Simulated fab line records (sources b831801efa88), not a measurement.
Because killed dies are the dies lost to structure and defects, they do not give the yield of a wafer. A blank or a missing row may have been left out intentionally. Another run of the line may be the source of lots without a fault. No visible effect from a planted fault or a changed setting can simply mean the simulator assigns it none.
2 desks looking at one fault :: flow sky130 :: each desk holds nothing but its own numbers, with what lay behind them at the end

== AT THE METROLOGY DESK ==
What the gauges read for every lot (on any tool): the sampled wafers with a number, averaged. The brackets show how far a lot's mean lies from the usual mean; more than 4 standard deviations puts the lot out of limits, marked OUT.
Columns: A = VIA1_W_RS at SKY_VIA1_RS_MEAS_22, usual 0.427 ohm/sq; B = VIA1_W_THK at SKY_VIA1_THK_MEAS_23, usual 257 nm
lot: L967
first seen here: day 33 12:56
A: 0.426
B: 256

lot: L973
first seen here: day 35 06:49
A: 0.433
B: 251

lot: L974
first seen here: day 35 18:02
A: 0.429
B: 260

lot: L977
first seen here: day 36 16:48
A: 0.431
B: 257

lot: L984
first seen here: day 38 15:27
A: 0.425
B: 261

lot: L986
first seen here: day 40 02:16
A: 0.424
B: 257

lot: L988
first seen here: day 40 09:19
A: 0.422
B: 261
This desk's finding: nothing out of limits on any of the 7 lots.

== FOR THE TOOL OWNER'S DESK: pvdSputter-03 ==
The tool's own readings at SKY_METAL2_SPUTTER_01 (material TiN, target thk 20 nm, time 16.7 s): means of the sampled wafers that have a number, for each lot that ran on this tool. The brackets show how far a lot's mean lies from the usual mean; more than 4 standard deviations puts the lot out of limits, marked OUT.
Columns: A = throttleValvePct at SKY_METAL2_SPUTTER_01, usual 29.6 %
lot: L967
first seen here: day 33 13:26
A: 30.1

lot: L973
first seen here: day 35 07:18
A: 29.6

lot: L974
first seen here: day 35 18:32
A: 30.2

lot: L977
first seen here: day 36 17:18
A: 30.1
This desk's finding: nothing out of limits on any of the 4 lots.

== PUT TOGETHER ==
Nothing out of limits was seen by the metrology desk.
The desk of the tool owner found nothing out of limits.

== WHAT THE SIMULATOR PUT IN ==
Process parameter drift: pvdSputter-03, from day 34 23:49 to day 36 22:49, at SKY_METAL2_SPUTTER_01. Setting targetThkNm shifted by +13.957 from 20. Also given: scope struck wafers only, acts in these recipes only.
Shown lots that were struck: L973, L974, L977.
